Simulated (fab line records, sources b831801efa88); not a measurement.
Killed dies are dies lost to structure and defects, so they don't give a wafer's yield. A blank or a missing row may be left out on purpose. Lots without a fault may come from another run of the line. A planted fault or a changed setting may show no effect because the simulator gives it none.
fab line records | flow sky130
record lots=12 wafers=36 last_day=50
route steps=708 shown VIA3@593 PASSIVATION@681 PAD_OPEN@708
lots that met no fault: from a run of the same line without faults
start_h: hours from the record's first day to the start of the lot's first wafer shown | wait_h: hours since the lot's step before | " the same as in the row above | L1.1+2: a row that stands for several wafers | - no value, or no start given | * or withheld: withheld | < > ~ a bound
route shown NAME@n: a module of which the file shows steps, and the number in the route of the first | usual: mean/standard deviation of fault-free wafers | same: alike in all rows | chamber/n: place in a boat | sites: the reading at each site | _std_site: their standard deviation | _edge_site: outer sites' mean less inner sites' | radius_mm: how far each site lies from the wafer's centre | mask NAME#n: copy n | behind: the tool/chamber that last shaped the wafer | hold: why the lot was held/for how many hours/how that ended | device: the transistor (n, p or np) that didn't switch | end of line: the same wafers' tests at the end of the route | a step without rows: its recipe alone | killed: dies lost to structure and defects at the first sort, not the wafer's yield | map: a wafer's dies, x killed, . not, _ none there
set.NAME: the setting as run; set.NAME@STEP: as run at that earlier step | model.NAME: the simulator's own value behind a step, which no gauge read
steps of the route over a sample of lots; a table a step, a row a wafer
services: from which hour (start_h, from the record's first day; less than 0 if before it) a tool's chamber was out of use, for how many hours, and why
## steps
# step SKY_VIA3_SPUTTER_20
# recipe material=TiN target_thk_nm=20 chamber_pressure_pa=5 power_w=4000 time_s=80
# usual throttle_valve_pct=29.7/1.1
# columns lot.wafer tool chamber start_h wait_h throttle_valve_pct
L586.1 pvd_sputter-03 - 940.20 0.0 31.8
L586.4 " - " " 30.0
L586.6 " - " " 30.1
L587.1 pvd_sputter-04 - 962.27 0.0 29.1
L587.5 " - " " 29.2
L587.6 " - " " 30.8
L588.1 pvd_sputter-01 - 962.93 0.0 29.1
L588.2 " - " " 30.1
L588.4 " - " " 28.4
L590.2 pvd_sputter-01 - 965.57 0.0 30.2
L590.4 " - " " 28.8
L590.5 " - " " 28.9
L589.3 pvd_sputter-03 - 974.97 0.0 30.2
L589.4 " - " " 29.9
L589.6 " - " " 30.2
L592.2 pvd_sputter-01 - 1025.56 0.0 28.6
L592.4 " - " " 30.1
L592.6 " - " " 28.4
L596.3 pvd_sputter-01 - 1026.80 0.0 28.7
L596.5 " - " " 28.7
L596.6 " - " " 28.2
L594.2 pvd_sputter-04 - 1030.71 0.0 30.6
L594.3 " - " " 28.6
L594.5 " - " " 29.3
L599.1 pvd_sputter-01 - 1030.71 0.0 28.7
L599.2 " - " " 30.3
L599.3 " - " " 28.3
L600.1 pvd_sputter-01 - 1032.69 0.0 28.5
L600.3 " - " " 28.8
L600.6 " - " " 28.6
L604.2 pvd_sputter-03 - 1057.50 0.0 30.0
L604.3 " - " " 32.3
L604.4 " - " " 30.2
L607.4 pvd_sputter-04 - 1073.98 0.0 29.4
L607.5 " - " " 28.7
L607.6 " - " " 30.6
# step SKY_PASSIVATION_CVD_00
# recipe material=SiO2 target_thk_nm=90 temp_c=400 time_s=withheld rf_w=600
# usual heater_power_w=611/75
# columns lot.wafer tool chamber start_h wait_h heater_power_w
L586.1 pecvd-03 0 1040.16 0.0 642
L586.4 " 0 " " 613
L586.6 " 0 " " 642
L587.1 pecvd-03 2 1061.18 0.0 468
L587.5 " 1 " " 706
L587.6 " 0 " " 685
L588.1 pecvd-01 2 1061.48 0.0 534
L588.2 " 1 " " 733
L588.4 " 2 " " 553
L590.2 pecvd-02 1 1062.11 0.0 591
L590.4 " 0 " " 660
L590.5 " 2 " " 549
L589.3 pecvd-02 1 1072.11 0.0 611
L589.4 " 1 " " 620
L589.6 " 2 " " 534
L592.2 pecvd-03 2 1116.96 0.0 499
L592.4 " 2 " " 498
L592.6 " 0 " " 599
L596.3 pecvd-02 1 1117.86 0.0 617
L596.5 " 2 " " 494
L596.6 " 1 " " 611
L599.1 pecvd-01 1 1121.89 0.0 714
L599.2 " 0 " " 631
L599.3 " 2 " " 540
L594.2 pecvd-02 2 1122.04 0.0 502
L594.3 " 0 " " 588
L594.5 " 2 " " 503
L600.1 pecvd-02 1 1123.60 0.0 591
L600.3 " 2 " " 520
L600.6 " 0 " " 589
L604.2 pecvd-01 0 1146.15 0.0 596
L604.3 " 2 " " 541
L604.4 " 2 " " 556
L607.4 pecvd-01 0 1159.82 0.0 695
L607.5 " 2 " " 564
L607.6 " 1 " " 699
# step SKY_PASSIVATION_THK_MEAS_01
# recipe reads=SiO2_of_PASSIVATION_CVD_00
# usual PASSIVATION_CVD_00_THK=90.9/1.5
# columns lot.wafer tool chamber start_h wait_h PASSIVATION_CVD_00_THK[nm]
L586.1 film_metro-03 - 1040.19 - 91.1
L586.4 " - " " 91.4
L586.6 " - " " 91.0
L587.1 film_metro-02 - 1061.21 - 88.4
L587.5 " - " " 89.5
L587.6 " - " " 92.1
L588.1 film_metro-04 - 1061.51 - 91.4
L588.2 " - " " 90.4
L588.4 " - " " 91.9
L590.2 film_metro-02 - 1062.14 - 92.4
L590.4 " - " " 92.8
L590.5 " - " " 90.8
L589.3 film_metro-04 - 1072.15 - 93.3
L589.4 " - " " 92.9
L589.6 " - " " 91.6
L592.2 film_metro-04 - 1117.00 - 91.3
L592.4 " - " " 92.2
L592.6 " - " " 93.3
L596.3 film_metro-03 - 1117.90 - 90.2
L596.5 " - " " 90.5
L596.6 " - " " 90.9
L599.1 film_metro-04 - 1121.91 - 89.1
L599.2 " - " " 88.0
L599.3 " - " " 88.2
L594.2 film_metro-03 - 1122.07 - 89.5
L594.3 " - " " 90.4
L594.5 " - " " 91.5
L600.1 film_metro-03 - 1123.62 - 91.3
L600.3 " - " " 89.8
L600.6 " - " " 94.0
L604.2 film_metro-03 - 1146.18 - 88.1
L604.3 " - " " 90.5
L604.4 " - " " 90.5
L607.4 film_metro-03 - 1159.86 - 89.2
L607.5 " - " " 90.7
L607.6 " - " " 91.6
# step SKY_PASSIVATION_THK_MEAS_03
# recipe reads=Si3N4_of_PASSIVATION_CVD_02
# usual PASSIVATION_CVD_02_THK=538/7.2
# columns lot.wafer tool chamber start_h wait_h PASSIVATION_CVD_02_THK[nm]
L586.1 film_metro-03 - 1040.47 - 530
L586.4 " - " " 542
L586.6 " - " " 542
L587.1 film_metro-03 - 1061.49 - 537
L587.5 " - " " 547
L587.6 " - " " 543
L588.1 film_metro-04 - 1061.79 - 533
L588.2 " - " " 541
L588.4 " - " " 543
L590.2 film_metro-03 - 1062.42 - 533
L590.4 " - " " 542
L590.5 " - " " 536
L589.3 film_metro-02 - 1072.44 - 540
L589.4 " - " " 539
L589.6 " - " " 543
L592.2 film_metro-02 - 1117.28 - 529
L592.4 " - " " 538
L592.6 " - " " 539
L596.3 film_metro-04 - 1118.19 - 537
L596.5 " - " " 549
L596.6 " - " " 551
L599.1 film_metro-02 - 1122.20 - 529
L599.2 " - " " 524
L599.3 " - " " 532
L594.2 film_metro-04 - 1122.35 - 528
L594.3 " - " " 529
L594.5 " - " " 533
L600.1 film_metro-02 - 1123.90 - 541
L600.3 " - " " 529
L600.6 " - " " 549
L604.2 film_metro-04 - 1146.47 - 540
L604.3 " - " " 532
L604.4 " - " " 545
L607.4 film_metro-03 - 1160.15 - 538
L607.5 " - " " 547
L607.6 " - " " 553
# step SKY_PAD_OPEN_PROBE_99
# usual defect_limited_yield=82.7/2 killed_at_M0_to_M3=42/7.4 killed_at_M4_up=3.5/1.9 killed_at_contacts=24/5.2 killed_at_front_end=15/4.5 killed_at_other=0.2/0.53 killed_dies=85/9.8 killed_on_rim=17/4.2 killed_open=46/7.6 killed_short=39/6.5 sort_bin_3_pad_short=0.9/0.4 sort_bin_5_function=10.3/1.5 sort_bin_6_memory=6.1/1.1 sort_n_pass=407/9.8 sort_yield_pct=82.7/2
# same gross_dies=492 killed_at_back_side=0 sort_bin_4_leakage[%]=0 sort_bin_8_speed[%]=0
# columns lot.wafer tool chamber start_h wait_h defect_limited_yield[%] killed_at_M0_to_M3 killed_at_M4_up killed_at_contacts killed_at_front_end killed_at_other killed_dies killed_on_rim killed_open killed_short sort_bin_3_pad_short[%] sort_bin_5_function[%] sort_bin_6_memory[%] sort_n_pass sort_yield_pct[%]
L594.2 prober-02 - 1164.50 0.1 80.7 44 1 24 25 1 95 21 47 48 0.8 11.4 7.1 397 80.7
L594.3 prober-02 - 1164.55 0.2 80.3 51 3 25 18 0 97 18 48 49 1.4 10.6 7.7 395 80.3
L594.5 prober-02 - 1164.65 0.2 85.2 34 5 20 14 0 73 16 33 40 1.2 8.1 5.5 419 85.2
L600.1 prober-01 - 1165.72 0.1 81.3 51 2 19 17 3 92 15 48 44 1.2 10.8 6.7 400 81.3
L600.3 prober-01 - 1165.82 0.2 84.6 39 4 18 15 0 76 20 43 33 1.0 9.3 5.1 416 84.6
L600.6 prober-01 - 1165.97 0.2 74.8 85 2 25 12 0 124 30 45 35 2.4 16.5 6.3 368 74.8
L607.4 prober-02 - 1194.52 0.2 85.6 31 3 21 16 0 71 19 37 34 0.6 8.9 4.9 421 85.6
L607.5 prober-02 - 1194.57 0.2 82.9 43 2 20 19 0 84 22 39 45 1.0 9.8 6.3 408 82.9
L607.6 prober-02 - 1194.62 0.2 82.7 33 2 32 18 0 85 16 47 38 0.2 10.8 6.3 407 82.7
# killed by level:class
L594.2 METAL1:geometric_particle:short=10 CONTACT:geometric_particle:open=8 FIELD_ISO:geometric_particle:short=7 VIA1:geometric_particle:open=7 VIA3:geometric_particle:open=7 POLY_GATE:geometric_particle:short=6 METAL2:geometric_particle:short=6 LI_CONTACT:geometric_particle:open=6
L594.3 VIA1:geometric_particle:open=10 LI_CONTACT:geometric_particle:open=9 VIA2:geometric_particle:open=9 VIA1:geometric_particle:short=7 FIELD_ISO:geometric_particle:short=6 LOCAL_INTERCONNECT:geometric_particle:short=6 CONTACT:geometric_particle:open=6 VIA2:geometric_particle:short=6
L594.5 LI_CONTACT:geometric_particle:open=6 METAL1:geometric_particle:short=6 VIA1:geometric_particle:open=6 CONTACT:geometric_particle:short=5 VIA3:geometric_particle:open=5 FIELD_ISO:geometric_particle:short=4 LOCAL_INTERCONNECT:geometric_particle:short=4 CONTACT:geometric_particle:open=4
L600.1 VIA1:geometric_particle:open=11 VIA3:geometric_particle:open=8 CONTACT:geometric_particle:open=6 VIA2:geometric_particle:open=6 METAL1:geometric_particle:short=6 METAL2:geometric_particle:short=5 VIA2:geometric_particle:short=5 FIELD_ISO:geometric_particle:open=4
L600.3 CONTACT:geometric_particle:open=9 VIA2:geometric_particle:open=8 VIA1:geometric_particle:open=7 METAL1:geometric_particle:short=5 POLY_GATE:geometric_particle:open=4 VIA3:geometric_particle:open=4 FIELD_ISO:geometric_particle:short=3 POLY_GATE:geometric_particle:short=3
L600.6 VIA3:unspecified=44 VIA1:geometric_particle:open=16 CONTACT:geometric_particle:open=10 CONTACT:geometric_particle:short=7 VIA3:geometric_particle:open=5 FIELD_ISO:geometric_particle:short=4 METAL3:geometric_particle:short=4 LOCAL_INTERCONNECT:geometric_particle:short=4
L607.4 LI_CONTACT:geometric_particle:open=8 LOCAL_INTERCONNECT:geometric_particle:short=7 VIA3:geometric_particle:open=6 VIA1:geometric_particle:open=5 FIELD_ISO:geometric_particle:open=4 VIA1:geometric_particle:short=4 POLY_GATE:geometric_particle:open=3 CONTACT:geometric_particle:open=3
L607.5 LOCAL_INTERCONNECT:geometric_particle:short=7 VIA2:geometric_particle:open=7 METAL1:geometric_particle:short=6 VIA1:geometric_particle:open=6 VIA3:geometric_particle:open=6 VIA1:geometric_particle:short=5 VIA2:geometric_particle:short=5 FIELD_ISO:geometric_particle:short=4
L607.6 CONTACT:geometric_particle:open=12 CONTACT:geometric_particle:short=8 FIELD_ISO:geometric_particle:short=7 VIA2:geometric_particle:open=6 VIA1:geometric_particle:open=6 VIA2:geometric_particle:short=6 FIELD_ISO:geometric_particle:open=5 LI_CONTACT:geometric_particle:open=5
## services
# columns tool chamber start_h hours kind
pecvd-03 1 921.92 3.7 repair
pecvd-02 2 933.93 5.5 scheduled_down
pecvd-01 1 941.51 5.5 scheduled_down
pecvd-01 2 946.97 2.1 scheduled_down
pvd_sputter-04 - 950.12 4.0 repair
pecvd-02 1 968.25 2.1 scheduled_down
pvd_sputter-01 0 974.16 - consumable_replace:kit
pvd_sputter-01 0 974.16 18.0 scheduled_down
pvd_sputter-01 0 974.16 18.0 vent_cycle
pvd_sputter-04 - 974.44 1.5 repair
pecvd-01 - 986.41 0.5 repair
pvd_sputter-04 - 993.63 3.3 repair
pecvd-02 0 1032.62 5.5 scheduled_down
pecvd-03 1 1033.80 8.9 repair
pecvd-01 0 1041.42 16.1 repair
pvd_sputter-03 - 1048.88 2.7 repair
pecvd-02 - 1068.19 1.7 repair
pvd_sputter-04 - 1074.37 3.2 repair
pecvd-02 0 1081.97 2.1 scheduled_down
pecvd-02 2 1108.94 4.1 repair
pvd_sputter-01 3 1117.33 - consumable_replace:kit
pvd_sputter-01 3 1117.33 18.0 scheduled_down
pvd_sputter-01 3 1117.33 18.0 vent_cycle
pvd_sputter-03 - 1142.41 6.4 repair
## key
first_sign step=SKY_PAD_OPEN_PROBE_99 reading=killed_at_M0_to_M3 direction=up sigmas=5.8 usual=42 struck=85
effect step=SKY_PAD_OPEN_PROBE_99 reading=sort_bin_5_function direction=up sigmas=4.3 usual=10.3 struck=16.5
met_at SKY_VIA3_SPUTTER_20
struck_lots L600
struck_wafers L600.6
not_acting_at SKY_PASSIVATION_CVD_00,SKY_PASSIVATION_THK_MEAS_01,SKY_PASSIVATION_THK_MEAS_03
onset_between 1030.71 1032.69
fault kind=chamber_particle_source tool=pvd_sputter-01 chamber=- onset_h=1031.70 steps=SKY_VIA3_SPUTTER_20 rate_per_visit_cm2=1.0534 end_h=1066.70 scope=struck_wafers_only
